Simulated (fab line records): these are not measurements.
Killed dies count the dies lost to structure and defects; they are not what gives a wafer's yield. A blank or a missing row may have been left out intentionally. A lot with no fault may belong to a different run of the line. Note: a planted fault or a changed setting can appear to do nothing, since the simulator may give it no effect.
Check of tool commonality || flow gf180mcu || Sampled: 13 lots, 39 wafers

== WHY IT WAS OPENED ==
Of 13 lots, 2 have the reading VT_IMPLANT_4_TW flagged at GF_VT_IMPLANT_TW_MEAS_43. Fault-free wafers read 688, with a standard deviation of 3.8.
Rule: flag the lot when none of its wafers has a number, or when each of its wafers that has one lies beyond 4 standard deviations from that mean. The other lots count as sound.

{"lot": "L345", "measured": "day 7 13:39", "on": "film_metro-02", "VT_IMPLANT_4_TW, wafer by wafer": "687 692 687", "flag": ""}
{"lot": "L347", "measured": "day 8 04:59", "on": "film_metro-04", "VT_IMPLANT_4_TW, wafer by wafer": "692 688 688", "flag": ""}
{"lot": "L348", "measured": "day 8 08:11", "on": "film_metro-04", "VT_IMPLANT_4_TW, wafer by wafer": "691 686 693", "flag": ""}
{"lot": "L349", "measured": "day 8 16:28", "on": "film_metro-01", "VT_IMPLANT_4_TW, wafer by wafer": "688 687 688", "flag": ""}
{"lot": "L350", "measured": "day 8 21:28", "on": "film_metro-02", "VT_IMPLANT_4_TW, wafer by wafer": "693 694 693", "flag": ""}
{"lot": "L351", "measured": "day 9 02:58", "on": "film_metro-02", "VT_IMPLANT_4_TW, wafer by wafer": "685 679 686", "flag": ""}
{"lot": "L352", "measured": "day 9 09:49", "on": "film_metro-02", "VT_IMPLANT_4_TW, wafer by wafer": "684 689 682", "flag": ""}
{"lot": "L353", "measured": "day 9 21:02", "on": "film_metro-02", "VT_IMPLANT_4_TW, wafer by wafer": "686 691 683", "flag": ""}
{"lot": "L354", "measured": "day 10 00:31", "on": "film_metro-04", "VT_IMPLANT_4_TW, wafer by wafer": "686 686 684", "flag": ""}
{"lot": "L355", "measured": "day 10 05:40", "on": "film_metro-01", "VT_IMPLANT_4_TW, wafer by wafer": "685 689 690", "flag": ""}
{"lot": "L356", "measured": "day 10 16:30", "on": "film_metro-02", "VT_IMPLANT_4_TW, wafer by wafer": "695 691 691", "flag": ""}
{"lot": "L361", "measured": "day 11 23:11", "on": "film_metro-02", "VT_IMPLANT_4_TW, wafer by wafer": "735 736 738", "flag": "FLAGGED"}
{"lot": "L365", "measured": "day 13 03:08", "on": "film_metro-02", "VT_IMPLANT_4_TW, wafer by wafer": "743 744 741", "flag": "FLAGGED"}
On average the flagged lots' numbers are 740, which is +52 against the usual, or +14 standard deviations.

== LOT BY LOT: THE TOOL USED ==
The record holds 1 process step before the reading, out of a route of 602 steps. Each cell gives the tool, then ch followed by the chambers the sampled wafers passed through, then the start.
{"lot": "L345", "flag": "", "GF_VT_IMPLANT_IMPLANT_41": "implanter-01 ch 0, day 7 13:25"}
{"lot": "L347", "flag": "", "GF_VT_IMPLANT_IMPLANT_41": "implanter-01 ch 0, day 8 04:44"}
{"lot": "L348", "flag": "", "GF_VT_IMPLANT_IMPLANT_41": "implanter-01 ch 0, day 8 07:56"}
{"lot": "L349", "flag": "", "GF_VT_IMPLANT_IMPLANT_41": "implanter-01 ch 0, day 8 16:13"}
{"lot": "L350", "flag": "", "GF_VT_IMPLANT_IMPLANT_41": "implanter-02 ch 0, day 8 21:14"}
{"lot": "L351", "flag": "", "GF_VT_IMPLANT_IMPLANT_41": "implanter-03 ch 0, day 9 02:44"}
{"lot": "L352", "flag": "", "GF_VT_IMPLANT_IMPLANT_41": "implanter-02 ch 0, day 9 09:35"}
{"lot": "L353", "flag": "", "GF_VT_IMPLANT_IMPLANT_41": "implanter-02 ch 0, day 9 20:49"}
{"lot": "L354", "flag": "", "GF_VT_IMPLANT_IMPLANT_41": "implanter-03 ch 0, day 10 00:16"}
{"lot": "L355", "flag": "", "GF_VT_IMPLANT_IMPLANT_41": "implanter-03 ch 0, day 10 05:25"}
{"lot": "L356", "flag": "", "GF_VT_IMPLANT_IMPLANT_41": "implanter-02 ch 0, day 10 16:15"}
{"lot": "L361", "flag": "FLAGGED", "GF_VT_IMPLANT_IMPLANT_41": "implanter-02 ch 0, day 11 22:56"}
{"lot": "L365", "flag": "FLAGGED", "GF_VT_IMPLANT_IMPLANT_41": "implanter-02 ch 0, day 13 02:55"}
What the steps here do:
- GF_VT_IMPLANT_IMPLANT_41
- GF_VT_IMPLANT_TW_MEAS_43

== FLAGGED OVER TOTAL, TOOL BY TOOL (the gauges that took the reading come last) ==
{"step": "GF_VT_IMPLANT_IMPLANT_41", "tool": "implanter-01", "lots run": 4, "flagged": 0, "share of the flagged lots": "none", "sound lots run after its first flagged lot": "-"}
{"step": "GF_VT_IMPLANT_IMPLANT_41", "tool": "implanter-02", "lots run": 6, "flagged": 2, "share of the flagged lots": "all", "sound lots run after its first flagged lot": 0}
{"step": "GF_VT_IMPLANT_IMPLANT_41", "tool": "implanter-03", "lots run": 3, "flagged": 0, "share of the flagged lots": "none", "sound lots run after its first flagged lot": "-"}
{"step": "GF_VT_IMPLANT_TW_MEAS_43", "tool": "film_metro-01", "lots run": 2, "flagged": 0, "share of the flagged lots": "none", "sound lots run after its first flagged lot": "-"}
{"step": "GF_VT_IMPLANT_TW_MEAS_43", "tool": "film_metro-02", "lots run": 8, "flagged": 2, "share of the flagged lots": "all", "sound lots run after its first flagged lot": 0}
{"step": "GF_VT_IMPLANT_TW_MEAS_43", "tool": "film_metro-04", "lots run": 3, "flagged": 0, "share of the flagged lots": "none", "sound lots run after its first flagged lot": "-"}

== WHAT THE TABLE ALLOWS ==
Table rows that saw every flagged lot: 2, namely implanter-02 at GF_VT_IMPLANT_IMPLANT_41 and film_metro-02 at GF_VT_IMPLANT_TW_MEAS_43.
- implanter-02 at GF_VT_IMPLANT_IMPLANT_41: 2 of its 6 lots flagged. Last sound lot L356 at day 10 16:15, first flagged lot L361 at day 11 22:56; a fault beginning in between fits. Its own readings (beam_energy_keV) fall more than 4 standard deviations out on all wafers of the flagged lots.
- film_metro-02 at GF_VT_IMPLANT_TW_MEAS_43: 2 of its 8 lots flagged. Last sound lot L356 at day 10 16:30, first flagged lot L361 at day 11 23:11; a fault beginning in between fits.
Counting lots can't tell these 2 tools apart, because each fits a fault that began at some hour. More lots, or a look at what each step does to the wafer, might.

== WHAT HAD BEEN PUT IN BY THE SIMULATOR ==
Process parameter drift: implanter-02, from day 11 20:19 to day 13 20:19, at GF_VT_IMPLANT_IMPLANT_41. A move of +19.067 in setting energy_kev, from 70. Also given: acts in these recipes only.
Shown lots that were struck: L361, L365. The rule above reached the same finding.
